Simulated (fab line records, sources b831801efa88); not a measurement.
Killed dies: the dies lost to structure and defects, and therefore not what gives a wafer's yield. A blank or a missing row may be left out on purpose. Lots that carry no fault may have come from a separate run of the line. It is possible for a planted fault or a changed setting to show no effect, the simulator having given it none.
A single fault, viewed from 2 desks :: flow gf180mcu :: numbers are kept per desk, each desk with only its own; the story behind them comes last

== DESK OF THE TOOL OWNER: rieDiel-01 ==
The tool's own readings at GF_HV_LDD_ETCHBACK_58 (etches Si3N4 in CH3F/O2, stops on SiO2, time 100 s, target depth 90 nm): means of the sampled wafers that have a number, for each lot that ran on this tool. A lot is out of limits, marked OUT, if its mean lies more than 4 standard deviations from the usual mean; the brackets give that distance.
Columns: A = drypumpMotorCurrentA at GF_HV_LDD_ETCHBACK_58, usual 5.8 A; B = oesProductAu at GF_HV_LDD_ETCHBACK_58, usual 0.843 a.u.; C = runLengthS at GF_HV_LDD_ETCHBACK_58, usual 128.3 s; D = throttleValvePct at GF_HV_LDD_ETCHBACK_58, usual 10.562 %
lot: L635
first seen here: day 12 12:07
A: 5.9
B: 0.849
C: 127.9
D: 10.563

lot: L638
first seen here: day 13 12:44
A: 5.7
B: 0.844
C: 128.4
D: 10.558

lot: L645
first seen here: day 16 00:20
A: 5.8
B: 0.839
C: 128.1
D: 10.569

lot: L646
first seen here: day 16 04:49
A: 5.8
B: 0.847
C: 127.7
D: 10.559

lot: L651
first seen here: day 18 08:08
A: 5.9
B: 0.952 (+17) OUT
C: 103.2 (-46) OUT
D: 10.570
This desk's verdict: out of limits on L651, starting with L651 at day 18 08:08 (oesProductAu at GF_HV_LDD_ETCHBACK_58). L635, L638, L645, L646: within limits.

== FROM THE METROLOGY DESK ==
What the gauges read for every lot (on any tool): the sampled wafers with a number, averaged. A lot is out of limits, marked OUT, if its mean lies more than 4 standard deviations from the usual mean; the brackets give that distance.
Columns: A = VT_IMPLANT_01_OVL at GF_VT_IMPLANT_OVL_MEAS_18, usual -0.2 nm; B = M2_OVL at GF_M2_OVL_MEAS_15, usual -3 nm
lot: L635
first seen here: day 6 06:46
A: -0.9
B: -6

lot: L637
first seen here: day 6 16:11
A: -0.3
B: -5

lot: L638
first seen here: day 6 23:28
A: -0.1
B: -2

lot: L639
first seen here: day 7 11:10
A: 1.2
B: -7

lot: L640
first seen here: day 7 12:04
A: -0.4
B: -4

lot: L642
first seen here: day 8 00:49
A: -1.2
B: -6

lot: L643
first seen here: day 8 06:25
A: 0.1
B: -9

lot: L644
first seen here: day 8 14:11
A: -0.3
B: -1

lot: L645
first seen here: day 8 20:19
A: -0.3
B: 0

lot: L646
first seen here: day 9 03:17
A: 0.7
B: -13

lot: L651
first seen here: day 10 15:32
A: -0.3
B: 2

lot: L657
first seen here: day 12 00:43
A: 1.0
B: 1

lot: L658
first seen here: day 12 08:23
A: -2.3
B: -7
Finding of this desk: none of the 13 lots has anything out of limits.

== TAKEN TOGETHER ==
At day 18 08:08, on L651, the tool owner's desk was in a position to raise an alarm.
At the metrology desk, nothing out of limits was observed.
The metrology desk has L651 on record, within its limits.
On rieDiel-01, each named lot ran GF_HV_LDD_ETCHBACK_58.

== WHAT WAS PUT IN BY THE SIMULATOR ==
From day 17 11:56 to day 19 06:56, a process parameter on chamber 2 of rieDiel-01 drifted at GF_HV_LDD_ETCHBACK_58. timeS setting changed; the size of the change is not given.
Shown lots that were struck: L651.
Delay in hours, fault start to first out-of-limits reading, by desk: the tool owner's desk at 20.
